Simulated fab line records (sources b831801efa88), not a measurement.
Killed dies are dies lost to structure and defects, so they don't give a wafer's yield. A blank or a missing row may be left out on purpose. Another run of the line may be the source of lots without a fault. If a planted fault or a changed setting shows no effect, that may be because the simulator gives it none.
Problem report in the 8D (eight disciplines) form, filled by code -- flow sky130 -- the parts of the form that need people (team, actions taken, sign-off) are left out

== 1. WHAT WENT WRONG ==
Mean of spin-speed-rpm at SKY_POLY_GATE_COAT_07: 3287.5 rpm across 6 wafers in 2 lots; on wafers with no fault it is 3000.1 rpm (standard deviation 1.9). That is +99 or more standard deviations from the usual mean.
The step: resist thk 110 nm.
First observed at day 20 01:09: wafer L869.1, on litho-track-01. The record has a number at this step for 18 wafers belonging to 6 lots. Rule for "out", or "out of limits": more than 4 standard deviations from the usual mean. Any other wafer with a number is counted as sound.

== 2. WHAT IT IS, WHAT IT ISN'T ==
question,is,is not
which readings at this step,spin-speed-rpm,-
which lots,"L869, L870","L859, L879, L880, L881"
which wafers of those lots,all that have a number,-
read on which tools,litho-track-01,litho-track-03
when,from day 20 01:09,"up to then (3 sound wafers); but 9 sound wafers of L879, L880, L881 came after"

== 3. SUSPECTS, AND WHAT RULES EACH OUT ==
Counting: a tool at a process step up to the reading stays a suspect if it ran every lot that is out and no sound lot after the first of them.
- litho-track-01 at SKY_POLY_GATE_COAT_07 (resist thk 110 nm): ruled out as a lasting fault. Sound lots L880 ran on it after its first lot that is out, L869 (day 20 01:09).
Left after counting: nothing in the record.

== 4. THE CAUSE (what the simulator had put in) ==
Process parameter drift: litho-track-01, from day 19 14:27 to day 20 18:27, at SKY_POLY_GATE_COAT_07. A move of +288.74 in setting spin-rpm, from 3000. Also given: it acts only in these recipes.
Counting ruled it out, wrongly.

== 5. THE EFFECT CHAIN, in route order ==
Each row: a reading whose mean over the struck wafers that have a number lies more than 3 standard deviations from the usual. Readings are gone through only where the record gives a usual standard deviation; hours: the median, over the lots, of the time from a lot's start at the first step in this table giving one to that lot's start at this step; sigmas: the change measured in usual standard deviations.
hours,step,reading,usual,on struck wafers,change,sigmas
0,SKY_POLY_GATE_COAT_07,spin-speed-rpm,3000.1 rpm,3287.5,+287.4,+99 or more
Here are the process steps it includes:
- SKY_POLY_GATE_COAT_07: resist thk 110 nm.
At these later measuring or inspecting steps, every struck wafer for which the step has a row has a number for every such reading, and none has moved that far: SKY_POLY_GATE_CD_MEAS_13, SKY_POLY_GATE_OVL_MEAS_14.

== 6. WHAT WOULD HAVE CAUGHT IT SOONER ==
In this record no reading fell out of limits until day 20 01:09, 11 hours after the fault had begun at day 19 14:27.
